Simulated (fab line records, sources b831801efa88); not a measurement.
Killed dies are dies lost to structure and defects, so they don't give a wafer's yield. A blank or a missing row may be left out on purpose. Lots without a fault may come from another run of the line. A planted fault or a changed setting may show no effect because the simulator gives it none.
Which tool did it? | flow gf180mcu | 10 lots, 30 wafers sampled, at 2 steps of a route of 602

WHAT THE GAUGES READ, wafer by wafer
GF_M1_CD_MEAS_14: target cd 230 nm.
lot  | measured     | on        | cd_nm (nm)
L115 | day 17 05:16 | cd_sem-02 | 230.6 230.9 229.8
L116 | day 17 09:43 | cd_sem-02 | 232.5 232.6 232.6
L117 | day 17 15:06 | cd_sem-01 | 231.0 229.4 230.3
L118 | day 18 00:28 | cd_sem-01 | 229.3 229.2 229.8
L119 | day 18 02:48 | cd_sem-02 | 229.3 229.9 229.1
L126 | day 21 16:19 | cd_sem-01 | 229.5 229.2 229.6
L128 | day 22 15:01 | cd_sem-02 | 229.8 229.7 230.0
L129 | day 22 21:03 | cd_sem-01 | 231.4 232.2 230.8
L137 | day 24 23:29 | cd_sem-02 | 229.4 228.4 229.5
L138 | day 25 11:12 | cd_sem-02 | 230.1 230.5 229.6

WHICH TOOL RAN EACH LOT (tool, then ch and the chambers of the sampled wafers, then the start)
lot  | GF_M1_SPUTTER_00
L115 | pvd_sputter-02, day 16 06:33
L116 | pvd_sputter-04, day 16 10:33
L117 | pvd_sputter-01, day 16 15:57
L118 | pvd_sputter-01, day 17 00:54
L119 | pvd_sputter-02, day 17 03:27
L126 | pvd_sputter-01, day 20 16:18
L128 | pvd_sputter-02, day 21 15:35
L129 | pvd_sputter-02, day 21 21:43
L137 | pvd_sputter-02, day 24 02:01
L138 | pvd_sputter-04, day 24 13:58
- GF_M1_SPUTTER_00: material Ti, target thk 37.5 nm, time 150 s.

THE ANSWER, worked out from the rows above alone
Rule: what is usual is taken from the lots themselves. Put in order of their means at a reading, lots are off if they are a third of the lots or fewer, leave a main group of 4 or more, and stand apart from it by a gap of 3 or more times the standard deviation of the main group's means; of several such gaps the widest counts. A main group whose means are all the same, to the digits that the tables above print for the reading, isn't used. A lot without any number at a reading at which 4 lots or more have one is off too. The other lots that the step has rows for count as sound.
No lot is off at any reading shown: from this, nothing can be told.

WHAT THE SIMULATOR HAD PUT IN
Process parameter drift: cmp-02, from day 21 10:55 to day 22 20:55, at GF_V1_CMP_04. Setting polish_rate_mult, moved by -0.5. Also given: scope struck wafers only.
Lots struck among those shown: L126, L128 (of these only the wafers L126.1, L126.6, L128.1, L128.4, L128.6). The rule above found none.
